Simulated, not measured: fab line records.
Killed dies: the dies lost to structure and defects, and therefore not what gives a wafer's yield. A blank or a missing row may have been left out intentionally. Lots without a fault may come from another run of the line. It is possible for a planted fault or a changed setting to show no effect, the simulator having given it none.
fab line records ; flow sky130
[record] lots = 6; wafers = 18; last_day = 49
route steps=708 shown METAL5@671 PASSIVATION@681 PAD_OPEN@694
lots with no fault: from the same line, run without faults
start_h: hours from the record's opening day to when the first of the lot's shown wafers began ; wait_h: how many hours have passed since the lot's step before this one ; " same as the row above ; L1.1+2: one row covering several wafers at once ; - no value, or no start given ; * or withheld: withheld ; < > ~ a bound
route shown NAME@n: a module of which the file shows steps, and the number in the route of the first ; usual: mean and standard deviation over wafers with no fault ; same: alike in all rows ; chamber/n: place in a boat ; sites: each site's reading ; _std_site: their standard deviation ; _edge_site: the outer-site mean with the inner-site mean subtracted ; radius_mm: how far each site lies from the wafer's centre ; mask NAME#n: copy n ; behind: tool/chamber where the wafer was last shaped ; hold: reason for holding the lot/hours on hold/outcome of the hold ; device: whichever transistor did not switch (one of n, p or np) ; end of line: at the end of the route, the tests of the same wafers ; a step given without rows: its recipe and nothing more ; killed: dies that structure and defects cost at the first sort, which is not the same as the wafer's yield ; map: per-die view of a wafer (x killed, . not killed, _ where there is no die)
set.NAME: the setting the step ran with; set.NAME@STEP: the setting that earlier step ran with ; model.NAME: the simulator's own value behind a step, which no gauge read
lots at selected steps of the route; one table per step, one row per wafer
services: when a tool's chamber went out of use (start_h, in hours from the record's first day, below 0 if earlier), for how many hours, and the reason
[[steps]]
[step SKY_METAL5_SOFTBAKE_10]
[recipe] temp_c = 90; time_s = 60; resist = NOVOLAK
[step SKY_METAL5_EXPOSE_11]
[recipe] mask_id = MM5; na = 0.6; source_shape = conventional; sigma_outer = 0.6; polarization = unpolarized; target_cd_nm = 1600; dose_mj = 190
[step SKY_METAL5_PEB_12]
[recipe] temp_c = withheld; time_s = *; resist = NOVOLAK
[step SKY_METAL5_DEVELOP_13]
[recipe] resist = NOVOLAK; developer = TMAH; develop_time_s = 60; dev_temp_c = 23
[step SKY_METAL5_DESCUM_14]
[recipe] chemistry = O2; source_power_w = 150; bias_power_w = 0; pressure_mtorr = 10; temp_c = 40; time_s = 11
[step SKY_METAL5_METAL_ETCH_15]
[recipe] target_depth_a = 12600; stop_on = SiO2; over_etch_frac = 0.2; time_s = 252; chemistry = Cl2/BCl3; resist_sidewall_deg = 86; pressure_mtorr = 10; icp_w = 900; bias_w = 48.5; Cl2_flow_sccm = 60; bcl3_flow_sccm = 30
[usual] drypump_motor_current_A = 5.6/0.4; oes_product_au = 0.894/0.0052; throttle_valve_pct = 22.265/0.0084
[same] over_etch_frac = 0.2
lot.wafer;tool;chamber;start_h;wait_h;drypump_motor_current_A;oes_product_au;rf_hours_counter_h;throttle_valve_pct
L447.2;rie_metal-04;1;1048.83;0.0;5.8;0.895;18;22.286
L447.3;rie_metal-04;0;1048.83;0.0;5.8;0.895;-;22.271
L447.5;rie_metal-04;1;1048.83;0.0;5.8;0.898;-;22.261
L449.3;rie_metal-03;1;1067.90;0.2;4.8;0.893;-;22.265
L449.4;rie_metal-03;1;1067.90;0.2;4.8;0.893;-;22.274
L449.5;rie_metal-03;1;1067.90;0.2;4.8;0.885;-;22.256
L453.1;rie_metal-04;1;1087.21;0.0;5.8;0.909;21;22.261
L453.4;rie_metal-04;1;1087.21;0.0;5.8;0.889;-;22.266
L453.6;rie_metal-04;0;1087.21;0.0;6.0;0.890;-;22.258
L458.2;rie_metal-04;0;1116.98;0.0;5.9;0.898;15;22.264
L458.3;rie_metal-04;1;1116.98;0.0;5.8;0.897;-;22.266
L458.6;rie_metal-04;1;1116.98;0.0;5.8;0.893;-;22.267
L461.2;rie_metal-04;0;1135.33;0.0;6.0;0.891;17;22.255
L461.3;rie_metal-04;0;1135.33;0.0;5.9;0.894;-;22.268
L461.4;rie_metal-04;1;1135.33;0.0;5.8;0.897;-;22.262
L463.2;rie_metal-03;1;1144.33;0.0;4.8;0.909;16;22.272
L463.4;rie_metal-03;0;1144.33;0.0;5.9;0.894;-;22.284
L463.5;rie_metal-03;0;1144.33;0.0;5.9;0.896;-;22.261
[step SKY_METAL5_STRIP_16]
[recipe] chemistry = O2/N2; power_w = 1400; pressure_mtorr = 1500; platen_temp_c = withheld; o2_flow_sccm = 3000; n2_flow_sccm = 300; overash_fraction = 0.5
[usual] drypump_motor_current_A = 5.8/0.6; oes_product_au = 0.711/0.0046; strip_time_to_endpoint_s = 13.08/0.078
lot.wafer;tool;chamber;start_h;wait_h;drypump_motor_current_A;oes_product_au;rf_hours_counter_h;strip_time_to_endpoint_s
L447.2;plasma_asher-01;1;1049.06;0.2;6.1;0.710;129;13.19
L447.3;plasma_asher-01;1;1049.06;0.2;6.1;0.708;-;13.16
L447.5;plasma_asher-01;0;1049.06;0.2;6.6;0.710;-;13.13
L449.3;plasma_asher-03;1;1068.25;0.3;5.8;0.714;-;13.05
L449.4;plasma_asher-03;0;1068.25;0.3;4.9;0.713;-;13.16
L449.5;plasma_asher-03;0;1068.25;0.3;4.9;0.701;-;13.18
L453.1;plasma_asher-03;1;1087.44;0.2;5.7;0.715;36;13.15
L453.4;plasma_asher-03;1;1087.44;0.2;5.7;0.714;-;13.13
L453.6;plasma_asher-03;1;1087.44;0.2;5.7;0.713;-;13.09
L458.2;plasma_asher-03;0;1117.22;0.2;4.9;0.710;40;13.17
L458.3;plasma_asher-03;0;1117.22;0.2;4.9;0.710;-;13.06
L458.6;plasma_asher-03;0;1117.22;0.2;4.9;0.714;-;13.16
L461.2;plasma_asher-04;0;1135.56;0.2;5.4;0.707;98;13.00
L461.3;plasma_asher-04;0;1135.56;0.2;5.4;0.716;-;13.07
L461.4;plasma_asher-04;1;1135.56;0.2;5.8;0.711;-;13.07
L463.2;plasma_asher-03;0;1144.57;0.2;4.9;0.706;42;13.00
L463.4;plasma_asher-03;1;1144.57;0.2;5.7;0.708;-;13.09
L463.5;plasma_asher-03;0;1144.57;0.2;4.9;0.718;-;13.16
[step SKY_METAL5_STRIP_17]
[recipe] chemistry = post_etch_residue_remover; time_s = 1200; temp_c = 72.5
[step SKY_METAL5_CLEAN_18]
[recipe] chemistry = IPA; time_s = 180; temp_c = 25
[step SKY_METAL5_CLEAN_19]
[recipe] chemistry = O3/DIW; dry = n2_spin
[step SKY_PASSIVATION_CVD_00]
[recipe] material = SiO2; target_thk_nm = 90; temp_c = 400; time_s = withheld; rf_w = 600
[step SKY_PASSIVATION_THK_MEAS_01]
[recipe] reads = SiO2_of_PASSIVATION_CVD_00
[usual] PASSIVATION_CVD_00_THK = 90.1/1.2
lot.wafer;tool;chamber;start_h;wait_h;PASSIVATION_CVD_00_THK[nm]
L447.2;film_metro-01;-;1049.70;-;90.5
L447.3;film_metro-01;-;1049.70;-;88.8
L447.5;film_metro-01;-;1049.70;-;91.7
L449.3;film_metro-02;-;1068.89;-;88.0
L449.4;film_metro-02;-;1068.89;-;90.2
L449.5;film_metro-02;-;1068.89;-;89.6
L453.1;film_metro-02;-;1088.06;-;87.6
L453.4;film_metro-02;-;1088.06;-;89.2
L453.6;film_metro-02;-;1088.06;-;90.2
L458.2;film_metro-04;-;1117.84;-;90.0
L458.3;film_metro-04;-;1117.84;-;90.3
L458.6;film_metro-04;-;1117.84;-;91.5
L461.2;film_metro-04;-;1136.25;-;90.8
L461.3;film_metro-04;-;1136.25;-;91.5
L461.4;film_metro-04;-;1136.25;-;90.3
L463.2;film_metro-01;-;1145.20;-;89.7
L463.4;film_metro-01;-;1145.20;-;90.5
L463.5;film_metro-01;-;1145.20;-;90.2
[step SKY_PASSIVATION_CVD_02]
[recipe] material = Si3N4; target_thk_nm = 540; temp_c = 400; time_s = withheld; rf_w = 450
[usual] heater_power_w = 688/87
lot.wafer;tool;chamber;start_h;wait_h;heater_power_w;model.Si3N4_of_PASSIVATION_CVD_02.thk_nm
L447.2;pecvd-02;0;1049.75;0.0;754;537.6
L447.3;pecvd-02;2;1049.75;0.0;662;544.6
L447.5;pecvd-02;1;1049.75;0.0;552;551.3
L449.3;pecvd-02;0;1068.93;0.0;693;570.8
L449.4;pecvd-02;1;1068.93;0.0;578;546.2
L449.5;pecvd-02;2;1068.93;0.0;603;542.7
L453.1;pecvd-02;2;1088.12;0.1;695;544.8
L453.4;pecvd-02;2;1088.12;0.1;739;543.2
L453.6;pecvd-02;0;1088.12;0.1;791;587.8
L458.2;pecvd-03;0;1117.89;0.0;740;534.7
L458.3;pecvd-03;1;1117.89;0.0;673;537.1
L458.6;pecvd-03;2;1117.89;0.0;553;538.3
L461.2;pecvd-01;1;1136.30;0.0;725;545.5
L461.3;pecvd-01;0;1136.30;0.0;658;540.6
L461.4;pecvd-01;0;1136.30;0.0;677;547.1
L463.2;pecvd-01;0;1145.25;0.0;665;534.5
L463.4;pecvd-01;0;1145.25;0.0;673;547.4
L463.5;pecvd-01;2;1145.25;0.0;715;551.9
[step SKY_PASSIVATION_THK_MEAS_03]
[recipe] reads = Si3N4_of_PASSIVATION_CVD_02
[usual] PASSIVATION_CVD_02_THK = 541/6.1
lot.wafer;tool;chamber;start_h;wait_h;PASSIVATION_CVD_02_THK[nm]
L447.2;film_metro-01;-;1049.99;-;538
L447.3;film_metro-01;-;1049.99;-;545
L447.5;film_metro-01;-;1049.99;-;551
L449.3;film_metro-02;-;1069.18;-;571
L449.4;film_metro-02;-;1069.18;-;546
L449.5;film_metro-02;-;1069.18;-;543
L453.1;film_metro-01;-;1088.34;-;545
L453.4;film_metro-01;-;1088.34;-;544
L453.6;film_metro-01;-;1088.34;-;588
L458.2;film_metro-04;-;1118.13;-;535
L458.3;film_metro-04;-;1118.13;-;537
L458.6;film_metro-04;-;1118.13;-;539
L461.2;film_metro-02;-;1136.53;-;546
L461.3;film_metro-02;-;1136.53;-;541
L461.4;film_metro-02;-;1136.53;-;547
L463.2;film_metro-04;-;1145.48;-;534
L463.4;film_metro-04;-;1145.48;-;547
L463.5;film_metro-04;-;1145.48;-;552
[step SKY_PASSIVATION_DEHYDRATE_04]
[recipe] temp_c = 200; time_s = 60
[step SKY_PASSIVATION_HMDS_05]
[recipe] prime_time_s = 60; prime_temp_c = 120
[step SKY_PASSIVATION_COAT_06]
[recipe] spin_rpm = 2000; resist_thk_nm = 3000
[step SKY_PASSIVATION_SOFTBAKE_07]
[recipe] temp_c = 110; time_s = withheld
[step SKY_PASSIVATION_EXPOSE_08]
[recipe] mask_id = NSM; target_cd_nm = 3000; na = 0.57; dose_mj = 260
[step SKY_PASSIVATION_PEB_09]
[recipe] temp_c = 115; time_s = withheld
[step SKY_PASSIVATION_DEVELOP_10]
[recipe] develop_time_s = 60; dev_temp_c = 23
[step SKY_PASSIVATION_ETCH_11]
[recipe] chemistry = CF4/O2; target_depth_nm = 725; stop_on = AlCu; source_w = 800; bias_w = 150; pressure_mtorr = 150; cf4_flow_sccm = 80; O2_flow_sccm = 10; time_s = 161.1
[usual] drypump_motor_current_A = 5.74/0.24; oes_product_au = 0.978/0.0061; throttle_valve_pct = 5.966/0.0091
lot.wafer;tool;chamber;start_h;wait_h;drypump_motor_current_A;oes_product_au;rf_hours_counter_h;throttle_valve_pct
L447.2;rie_diel-01;2;1070.59;-;6.14;0.974;19;5.976
L447.3;rie_diel-01;3;1070.59;-;5.41;0.981;14;5.975
L447.5;rie_diel-01;3;1070.59;-;5.42;0.993;-;5.962
L449.3;rie_diel-01;1;1089.90;-;5.81;0.990;13;5.966
L449.4;rie_diel-01;0;1089.90;-;5.95;0.979;18;5.977
L449.5;rie_diel-01;3;1089.90;-;5.41;0.986;-;5.975
L453.1;rie_diel-01;0;1107.79;-;5.90;0.974;18;5.981
L453.4;rie_diel-01;1;1107.79;-;5.77;0.974;13;5.963
L453.6;rie_diel-01;0;1107.79;-;5.91;0.993;-;5.974
L458.2;rie_diel-03;0;1137.59;-;6.06;0.970;15;5.958
L458.3;rie_diel-03;2;1137.59;-;5.65;0.976;5;5.982
L458.6;rie_diel-03;2;1137.59;-;5.67;0.985;-;5.965
L461.2;rie_diel-03;3;1154.25;-;5.60;0.983;14;5.983
L461.3;rie_diel-03;0;1154.25;-;6.01;0.985;16;5.973
L461.4;rie_diel-03;2;1154.25;-;5.66;0.980;6;5.970
L463.2;rie_diel-03;1;1163.53;-;5.64;0.975;23;5.955
L463.4;rie_diel-03;0;1163.53;-;5.97;0.981;16;5.979
L463.5;rie_diel-03;1;1163.53;-;5.66;0.981;-;5.983
[step SKY_PASSIVATION_STRIP_12]
[recipe] chemistry = O2/N2; power_w = 1400; pressure_mtorr = 1500; platen_temp_c = withheld; overash_fraction = 0.7; o2_flow_sccm = 3000; n2_flow_sccm = 300
[step SKY_PAD_OPEN_DEHYDRATE_00]
[recipe] temp_c = 200; time_s = 60
[step SKY_PAD_OPEN_HMDS_01]
[recipe] prime_time_s = 60; prime_temp_c = 120
[step SKY_PAD_OPEN_COAT_02]
[recipe] spin_rpm = 2000; resist_thk_nm = 3000
[step SKY_PAD_OPEN_SOFTBAKE_03]
[recipe] temp_c = 110; time_s = withheld
[step SKY_PAD_OPEN_EXPOSE_04]
[recipe] mask_id = PDM; target_cd_nm = 60000; na = 0.57; dose_mj = 260
[step SKY_PAD_OPEN_PEB_05]
[recipe] temp_c = 115; time_s = withheld
[step SKY_PAD_OPEN_DEVELOP_06]
[recipe] develop_time_s = 60; dev_temp_c = 23
[step SKY_PAD_OPEN_ETCH_07]
[recipe] chemistry = CF4/O2; target_depth_nm = 725; stop_on = AlCu; source_w = 800; bias_w = 150; pressure_mtorr = 150; cf4_flow_sccm = 80; O2_flow_sccm = 10; time_s = 161.1
[usual] drypump_motor_current_A = 5.9/0.36; oes_product_au = 0.979/0.0063; throttle_valve_pct = 5.964/0.0095
lot.wafer;tool;chamber;start_h;wait_h;drypump_motor_current_A;oes_product_au;rf_hours_counter_h;throttle_valve_pct
L447.2;rie_diel-01;0;1090.79;-;5.9;0.984;18;5.964
L447.3;rie_diel-01;3;1090.79;-;5.4;0.981;14;5.966
L447.5;rie_diel-01;3;1090.79;-;5.4;0.997;-;5.973
L449.3;rie_diel-04;2;1110.15;-;6.0;0.986;20;5.965
L449.4;rie_diel-04;0;1110.15;-;6.2;0.983;17;5.970
L449.5;rie_diel-04;1;1110.15;-;6.0;0.969;-;5.973
L453.1;rie_diel-02;2;1128.10;-;6.1;0.981;22;5.966
L453.4;rie_diel-02;1;1128.10;-;5.3;0.969;18;5.960
L453.6;rie_diel-02;0;1128.10;-;6.1;0.993;-;5.967
L458.2;rie_diel-04;3;1156.00;-;6.8;0.974;27;5.967
L458.3;rie_diel-04;1;1156.00;-;6.0;0.975;23;5.959
L458.6;rie_diel-04;3;1156.00;-;6.7;0.976;-;5.973
L461.2;rie_diel-01;3;1171.55;-;5.4;0.983;17;5.969
L461.3;rie_diel-01;2;1171.55;-;6.2;0.978;22;5.974
L461.4;rie_diel-01;2;1171.55;-;6.2;0.987;-;5.971
L463.2;rie_diel-02;0;1180.00;-;6.1;0.976;16;5.957
L463.4;rie_diel-02;1;1180.00;-;5.3;0.981;21;5.960
L463.5;rie_diel-02;2;1180.00;-;6.1;0.978;-;5.973
[step SKY_PAD_OPEN_STRIP_08]
[recipe] chemistry = O2/N2; power_w = 1400; pressure_mtorr = 1500; platen_temp_c = withheld; overash_fraction = 0.7; o2_flow_sccm = 3000; n2_flow_sccm = 300
[usual] drypump_motor_current_A = 5.8/0.49; oes_product_au = 0.663/0.0043; strip_time_to_endpoint_s = 37.13/0.1
lot.wafer;tool;chamber;start_h;wait_h;drypump_motor_current_A;oes_product_au;rf_hours_counter_h;strip_time_to_endpoint_s
L447.2;plasma_asher-03;0;1090.90;0.1;4.9;0.663;36;37.07
L447.3;plasma_asher-03;1;1090.90;0.1;5.8;0.660;-;37.19
L447.5;plasma_asher-03;0;1090.90;0.1;4.9;0.659;-;37.03
L449.3;plasma_asher-02;1;1110.29;0.1;5.8;0.665;-;36.98
L449.4;plasma_asher-02;0;1110.29;0.1;6.1;0.664;-;36.94
L449.5;plasma_asher-02;1;1110.29;0.1;5.7;0.656;-;36.98
L453.1;plasma_asher-02;1;1128.21;0.1;5.7;0.658;67;37.17
L453.4;plasma_asher-02;0;1128.21;0.1;6.1;0.666;-;37.15
L453.6;plasma_asher-02;0;1128.21;0.1;6.1;0.662;-;37.16
L458.2;plasma_asher-02;1;1156.10;0.1;5.8;0.666;70;37.13
L458.3;plasma_asher-02;1;1156.10;0.1;5.8;0.658;-;37.14
L458.6;plasma_asher-02;0;1156.10;0.1;6.1;0.666;-;37.20
L461.2;plasma_asher-03;1;1171.65;0.1;5.7;0.665;45;37.03
L461.3;plasma_asher-03;1;1171.65;0.1;5.8;0.660;-;37.09
L461.4;plasma_asher-03;0;1171.65;0.1;4.9;0.659;-;37.01
L463.2;plasma_asher-02;0;1180.11;0.1;6.1;0.671;72;37.18
L463.4;plasma_asher-02;0;1180.11;0.1;6.1;0.667;-;37.03
L463.5;plasma_asher-02;1;1180.11;0.1;5.7;0.663;-;37.15
[step SKY_PAD_OPEN_STRIP_09]
[recipe] chemistry = post_etch_residue_remover; time_s = 1200; temp_c = 72.5
lot.wafer;tool;chamber;start_h;wait_h;model.Si3N4_of_PASSIVATION_CVD_02.thk_nm
L447.2;wet_bench-01;0;1091.00;0.1;537.2
L447.3;wet_bench-01;0;1091.00;0.1;544.2
L447.5;wet_bench-01;0;1091.00;0.1;551
L449.3;wet_bench-04;3;1110.36;0.0;570.4
L449.4;wet_bench-04;3;1110.36;0.0;545.8
L449.5;wet_bench-04;3;1110.36;0.0;542.3
L453.1;wet_bench-04;3;1128.31;0.1;544.4
L453.4;wet_bench-04;3;1128.31;0.1;542.8
L453.6;wet_bench-04;3;1128.31;0.1;587.5
L458.2;wet_bench-04;0;1156.20;0.1;534.3
L458.3;wet_bench-04;0;1156.20;0.1;536.7
L458.6;wet_bench-04;0;1156.20;0.1;537.9
L461.2;wet_bench-01;2;1171.84;0.2;545.2
L461.3;wet_bench-01;2;1171.84;0.2;540.3
L461.4;wet_bench-01;2;1171.84;0.2;546.8
L463.2;wet_bench-04;0;1180.21;0.1;534.2
L463.4;wet_bench-04;0;1180.21;0.1;547.1
L463.5;wet_bench-04;0;1180.21;0.1;551.5
[step SKY_PAD_OPEN_CLEAN_10]
[recipe] chemistry = IPA; time_s = 180; temp_c = 25
[[services]]
tool;chamber;start_h;hours;kind
rie_diel-04;1;1033.94;1.7;repair
plasma_asher-02;-;1037.32;2.9;repair
rie_diel-03;3;1046.63;5.5;repair
rie_diel-02;1;1047.22;5.8;repair
rie_diel-03;0;1049.87;6.1;repair
plasma_asher-01;-;1051.87;19.1;repair
pecvd-02;-;1058.82;5.5;pm
plasma_asher-01;-;1070.98;9.0;pm
pecvd-03;-;1074.10;2.8;pm
wet_bench-01;-;1074.20;2.2;repair
rie_diel-02;2;1081.19;9.2;repair
plasma_asher-02;-;1081.84;28.1;pm
wet_bench-01;-;1094.91;3.3;repair
pecvd-02;2;1098.24;3.4;repair
rie_diel-01;-;1120.29;1.4;repair
rie_diel-04;1;1121.03;7.9;repair
rie_diel-03;-;1125.18;0.7;repair
rie_diel-01;-;1126.77;0.8;repair
rie_diel-04;-;1133.62;2.8;pm
plasma_asher-02;-;1135.33;5.1;repair
rie_metal-04;1;1138.82;21.9;repair
rie_diel-04;2;1165.23;5.2;repair
pecvd-01;-;1165.52;3.1;repair
rie_diel-01;0;1168.76;6.4;repair
[[key]]
[first_sign] step = SKY_PASSIVATION_THK_MEAS_03; reading = PASSIVATION_CVD_02_THK; direction = up; sigmas = 6.2; usual = 541; struck = 579
effect none on later readings
[model_effect] step = SKY_PASSIVATION_CVD_02; value = Si3N4_of_PASSIVATION_CVD_02.thk_nm; without = 539.8; struck = 579.3
[model_effect] step = SKY_PAD_OPEN_STRIP_09; value = Si3N4_of_PASSIVATION_CVD_02.thk_nm; without = 539.4; struck = 579
met_at SKY_PASSIVATION_CVD_02
struck_wafers L449.3,L453.6
onset_between 1049.75 1068.93
[fault] kind = process_parameter_drift; tool = pecvd-02; chamber = 0; onset_h = 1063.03; steps = SKY_PASSIVATION_CVD_02; channel = target_thk_nm; offset = 39.532; shape = step; end_h = 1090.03; acts_in = these_recipes_only; stated = 540
